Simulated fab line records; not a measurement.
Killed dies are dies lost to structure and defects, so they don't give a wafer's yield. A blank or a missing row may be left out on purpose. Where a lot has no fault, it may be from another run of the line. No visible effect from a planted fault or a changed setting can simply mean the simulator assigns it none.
Split-lot trial + flow sky130 + 5 lots, 23 wafers read, on a route of 708 steps

## SPLIT DETAILS
At SKY_VT_ADJUST_LVTN_SOFTBAKE_14 (time 60 s), the setting temp c was moved away from the recipe's 90 C on 12 of the 23 wafers read, by -4.0% to +4.1%. This setting was run at the recipe's value on the other wafers.

## FROM THE SPLIT TO THE READING: what the file shows between them, 2 steps
- SKY_VT_ADJUST_LVTN_EXPOSE_15: exposes mask HVN STD DERIVED, target cd 600 nm
- SKY_VT_ADJUST_LVTN_PEB_16

## THE READING
NOVOLAK_of_VT_ADJUST_LVTN_COAT_13.thk nm (the simulator's own value, which no gauge read), in nm, at SKY_VT_ADJUST_LVTN_DEVELOP_17 (develop time 60 s). The file gives no usual value for it. Here, 11 wafers ran the recipe; their average is 1143 nm with a standard deviation of 1.9 nm.

| wafer  | tool, chamber at the split | temp c as run, C | against the recipe | NOVOLAK_of_VT_ADJUST_LVTN_COAT_13.thk nm, nm | against lot-mates on the recipe |
|--------|----------------------------|------------------|--------------------|----------------------------------------------|---------------------------------|
| L074.1 | litho track-04, 0          | 92.03            | +2.3%              | 1136                                         | -8                              |
| L074.2 | litho track-04, 0          | 92.03            | +2.3%              | 1137                                         | -6                              |
| L074.4 | litho track-04, 0          | 92.03            | +2.3%              | 1138                                         | -6                              |
| L074.5 | litho track-04, 0          | 90               | recipe             | 1143                                         | -                               |
| L074.6 | litho track-04, 0          | 90               | recipe             | 1144                                         | -                               |
| L078.1 | litho track-01, 0          | 87.38            | -2.9%              | 1157                                         | +13                             |
| L078.2 | litho track-01, 0          | 87.38            | -2.9%              | 1150                                         | +6                              |
| L078.3 | litho track-01, 0          | 90               | recipe             | 1144                                         | -                               |
| L078.6 | litho track-01, 0          | 90               | recipe             | 1144                                         | -                               |
| L078.5 | litho track-01, 0          | 87.38            | -2.9%              | 1152                                         | +8                              |
| L080.1 | litho track-04, 0          | 90               | recipe             | 1141                                         | -                               |
| L080.6 | litho track-04, 0          | 90               | recipe             | 1141                                         | -                               |
| L080.3 | litho track-04, 0          | 90               | recipe             | 1142                                         | -                               |
| L082.1 | litho track-01, 0          | 90               | recipe             | 1147                                         | -                               |
| L082.3 | litho track-01, 0          | 86.43            | -4.0%              | 1156                                         | +10                             |
| L082.4 | litho track-01, 0          | 86.43            | -4.0%              | 1156                                         | +10                             |
| L082.5 | litho track-01, 0          | 86.43            | -4.0%              | 1157                                         | +12                             |
| L082.6 | litho track-01, 0          | 90               | recipe             | 1144                                         | -                               |
| L085.1 | litho track-02, 0          | 90               | recipe             | 1143                                         | -                               |
| L085.2 | litho track-02, 0          | 93.71            | +4.1%              | 1130                                         | -12                             |
| L085.4 | litho track-02, 0          | 90               | recipe             | 1140                                         | -                               |
| L085.5 | litho track-02, 0          | 93.71            | +4.1%              | 1129                                         | -12                             |
| L085.6 | litho track-02, 0          | 93.71            | +4.1%              | 1128                                         | -14                             |

FIT RESULTS
A straight line over all 23 wafers: NOVOLAK_of_VT_ADJUST_LVTN_COAT_13.thk nm changes by -3.31 nm for each +1% of temp c; r = -0.98; the points scatter about the line by 1.9 nm.
The same after taking each lot's own level away (the mean of its wafers on the recipe; 23 wafers): -2.93 nm for each +1%; r = -0.98; scatter 1.4 nm.
On that fit, the largest move of temp c shifts the reading by 12 nm.
The lots' own levels span 1141.3 to 1145.5 nm, that is 2.2 times the standard deviation above.
Thus the slope moves with the lot-to-lot level: the two fits are different.
Check: -12.3 nm against its lot-mates is what the line predicts for one of the wafers moved furthest among these (+4.1%) when that wafer is left out of the fit. Against them it came out at -11.5 nm.

## THE WHOLE CHAIN: every reading that the file lists as answering this split, in the file's order
| step                          | what it does      | reading                                                                                   | change (the file's fit)              | r (the file's) |
|-------------------------------|-------------------|-------------------------------------------------------------------------------------------|--------------------------------------|----------------|
| SKY_VT_ADJUST_LVTN_DEVELOP_17 | develop time 60 s | NOVOLAK_of_VT_ADJUST_LVTN_COAT_13.thk nm (the simulator's own value, which no gauge read) | -2.88 nm for each +1% of the setting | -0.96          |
| SKY_VT_ADJUST_LVTN_STRIP_20   | strips in O2/N2   | strip time to endpoint s                                                                  | withheld for each +1% of the setting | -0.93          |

## FILE'S OWN FIT
NOVOLAK_of_VT_ADJUST_LVTN_COAT_13.thk nm changes by -2.88 nm for each +1% of temp c, r = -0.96.
